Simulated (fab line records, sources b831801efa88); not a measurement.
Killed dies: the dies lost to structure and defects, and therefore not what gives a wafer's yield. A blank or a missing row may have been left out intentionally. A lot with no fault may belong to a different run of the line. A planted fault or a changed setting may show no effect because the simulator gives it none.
Comparing a struck lot with a sound one | flow gf180mcu | 24 out of 602 route steps
Sound: these wafers, L907.1, L907.2, L907.4. Struck: wafers L918.2, L918.3, L918.5. The cause is named last.
Per side, at each step with rows, come the tool, then ch with its chambers, and then its first start. Under that, the readings that differ: sound wafers | struck wafers | difference of the means | sigmas: that difference in standard deviations of wafers without a fault.
alike: same words and numbers on both sides, and readings whose means sit less than 2 such deviations apart. not compared: any withheld reading, any reading some wafer has no value for, any bound like >300 that may hide the same value, and any number with overlapping values for which the record gives no deviation.
A row with sigmas, a row that says differs or no value, or rows on one side alone: a step with any of these is where the two part. Numbers that have no deviation but don't overlap get no sigmas and don't part them. A reading missing from all wafers of one side parts the sides only when that side holds two or more wafers.

GF_HV_LDD_STRIP_49: strips in O2/N2.
  sound on plasma asher-01 ch 0,1, day 15 08:55; struck on plasma asher-02 ch 1, day 18 17:00
  reading            | sound       | struck      | difference | sigmas
  heater power w (W) | 272 278 282 | 396 395 388 | +116       | +2
  alike: chamber pressure mTorr, drypump motor current A, oes product au, strip time to endpoint s
  not compared: rf hours counter h
GF_HV_LDD_TW_MEAS_50:
  struck on film metro-03, day 18 17:07; sound on film metro-01, day 15 09:01
  reading     | sound             | struck            | difference | sigmas
  HV_LDD_4_TW | 571.4 568.7 571.5 | 564.8 564.4 560.8 | -7.2       | -3
then, 1 step without rows for these wafers: GF_HV_LDD_CLEAN_51 (cleans in SC1/SC2, time 150 s).
GF_HV_LDD_RTA_52: time 10 s.
  sound on rtp anneal-02 ch 0, day 15 09:11; struck on rtp anneal-02 ch 0, day 18 17:13
  alike: lamp power pct, wafer_temp_C_max
GF_HV_LDD_RS_MEAS_53: uses a four-point probe to measure.
  struck on film metro-04, day 18 17:18; sound on film metro-04, day 15 09:15
  alike: HV_LDD_RS
then, 1 step without rows for these wafers: GF_HV_LDD_CVD_54 (deposits SiO2 from TEOS, target thk 10 nm, time 75 s).
GF_HV_LDD_THK_MEAS_55:
  struck on film metro-01, day 18 18:26; sound on film metro-04, day 15 10:23
  alike: HV_LDD_CVD_54_THK
then, 1 step without rows for these wafers: GF_HV_LDD_CVD_56 (deposits Si3N4 from DCS/NH3, target thk 90 nm, time 1543 s).
GF_HV_LDD_THK_MEAS_57:
  struck on film metro-03, day 18 19:55; sound on film metro-04, day 15 11:53
  alike: HV_LDD_CVD_56_THK
GF_HV_LDD_ETCHBACK_58: etches Si3N4 in CH3F/O2, stops on SiO2, time 100 s, target depth 90 nm.
  sound on rie diel-01 ch 0,2,3, day 15 11:56; struck on rie diel-03 ch 2,3, day 18 19:58
  alike: chamber pressure mTorr, drypump motor current A, oes product au, throttle valve pct
  not compared: rf hours counter h
then, 2 steps without rows for these wafers: GF_NSD_DEHYDRATE_00 (time 60 s); GF_NSD_HMDS_01 (prime time 60 s).
GF_NSD_COAT_02: resist thk 1000 nm.
  sound on litho track-03 ch 0, day 15 22:26; struck on litho track-03 ch 0, day 19 07:49
  reading                                  | sound                | struck               | difference | sigmas
  spin speed rpm (rpm)                     | 2998.4 3001.5 3001.1 | 2796.8 2798.1 2798.6 | -202.5     | -99 or more
  model.NOVOLAK_of_NSD_COAT_02.thk nm (nm) | 1002 1001 1000       | 1034 1035 1035       | +34        |
then, 3 steps without rows for these wafers: GF_NSD_SOFTBAKE_03 (time 60 s); GF_NSD_EXPOSE_04 (exposes mask Nplus, target cd 400 nm); GF_NSD_PEB_05.
GF_NSD_DEVELOP_06: develop time 60 s.
  sound on litho track-03 ch 0, day 16 09:32; struck on litho track-03 ch 0, day 19 19:55
  reading                                  | sound           | struck         | difference | sigmas
  model.NOVOLAK_of_NSD_COAT_02.thk nm (nm) | 1001 1001 999.8 | 1034 1035 1035 | +34        |
GF_NSD_CD_MEAS_07: the cd target is 400 nm.
  struck on cd sem-01, day 19 20:04; sound on cd sem-01, day 16 09:41
  alike: cd nm
GF_NSD_OVL_MEAS_08:
  struck on overlay-02, day 19 20:10; sound on overlay-01, day 16 09:49
  alike: NSD_OVL
then, 2 steps without rows for these wafers: GF_NSD_IMPLANT_09; GF_NSD_IMPLANT_10.
GF_NSD_STRIP_11: strips in O2/N2.
  sound on plasma asher-04 ch 0,1, day 16 10:09; struck on plasma asher-01 ch 0,1, day 19 20:30
  reading                      | sound             | struck            | difference | sigmas
  strip time to endpoint s (s) | 23.00 22.99 23.00 | 23.33 23.36 23.33 | +0.34      | +10
  alike: chamber pressure mTorr, drypump motor current A, heater power w, oes product au
  not compared: rf hours counter h
GF_NSD_TW_MEAS_12:
  struck on film metro-03, day 19 20:37; sound on film metro-03, day 16 10:15
  alike: NSD_TW
GF_PASSIVATION_PROBE_99:
  rows exist in the record for the sound wafers here (prober-01, day 31 13:32), none for the struck ones

## WHERE THEY PART
At GF_HV_LDD_STRIP_49 first; at GF_PASSIVATION_PROBE_99 last (within this record only).

WHY: what the simulator had put in
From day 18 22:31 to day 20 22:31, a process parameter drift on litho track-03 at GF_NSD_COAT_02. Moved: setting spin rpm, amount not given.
